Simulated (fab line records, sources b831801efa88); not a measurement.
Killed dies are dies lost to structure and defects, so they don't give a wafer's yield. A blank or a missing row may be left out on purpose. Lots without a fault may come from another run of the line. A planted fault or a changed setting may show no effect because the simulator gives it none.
Problem report in the 8D (eight disciplines) form, filled by code | flow sky130 | the parts of the form that need people (team, actions taken, sign-off) are left out

1. THE PROBLEM
beam_energy_keV at SKY_LDD_N_IMPLANT_09 reads a mean of 17.756 on 6 wafers of 2 lots; wafers without a fault read 20.001 with a standard deviation of 0.0065. That is -99 or more standard deviations from the usual mean.
First seen on wafer L255.1, day 21 00:28, on implanter-01. The record holds 39 wafers of 13 lots with a number at this step. Rule for "out", or "out of limits": more than 4 standard deviations from the usual mean. The other wafers with a number count as sound.

2. WHAT IT IS AND WHAT IT IS NOT
question                    | is                     | is not
which readings at this step | beam_energy_keV        | faraday_current_uA
which lots                  | L255, L256             | L246, L247, L252, L254, L260, L262, L264, L265, L266, L267, L269
which wafers of those lots  | all that have a number | -
read on which tools         | implanter-01           | implanter-03, implanter-04
when                        | from day 21 00:28      | up to then (9 sound wafers); but 24 sound wafers of L254, L260, L262, L264, L265, L266, L267, L269 came after

3. SUSPECTS, AND WHAT RULES EACH OUT
Counting: a tool at a process step up to the reading stays a suspect if it ran every lot that is out and no sound lot after the first of them.
- plasma_asher-04 at SKY_VT_ADJUST_HVTR_STRIP_10 (strips in O2/N2): ruled out as a lasting fault. Sound lots L269 ran on it after its first lot that is out, L255 (day 12 04:56).
- implanter-01 at SKY_LDD_N_IMPLANT_09: ruled out as a lasting fault. Sound lots L264, L266, L267 ran on it after its first lot that is out, L255 (day 21 00:28).
Left after counting: nothing in the record.

4. THE CAUSE (what the simulator had put in)
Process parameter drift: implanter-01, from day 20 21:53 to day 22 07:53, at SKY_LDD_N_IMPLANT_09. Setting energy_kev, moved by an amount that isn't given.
Counting ruled it out, wrongly.

5. THE CHAIN OF EFFECTS, in route order
Each row: a reading whose mean over the struck wafers that have a number lies more than 3 standard deviations from the usual. Only readings for which the record gives a usual standard deviation are gone through. hours: the time from each lot's start at the first step in this table that gives one to its start at this step, as a median over the lots. sigmas: the change in usual standard deviations.
hours | step                 | reading         | usual  | on struck wafers | change | sigmas
0     | SKY_LDD_N_IMPLANT_09 | beam_energy_keV | 20.001 | 17.756           | -2.245 | -99 or more
The process steps in it:
- SKY_LDD_N_IMPLANT_09

6. WHAT WOULD HAVE CAUGHT IT SOONER
In this record the first reading out of limits was taken at day 21 00:28, 3 hours after the fault began at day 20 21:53.
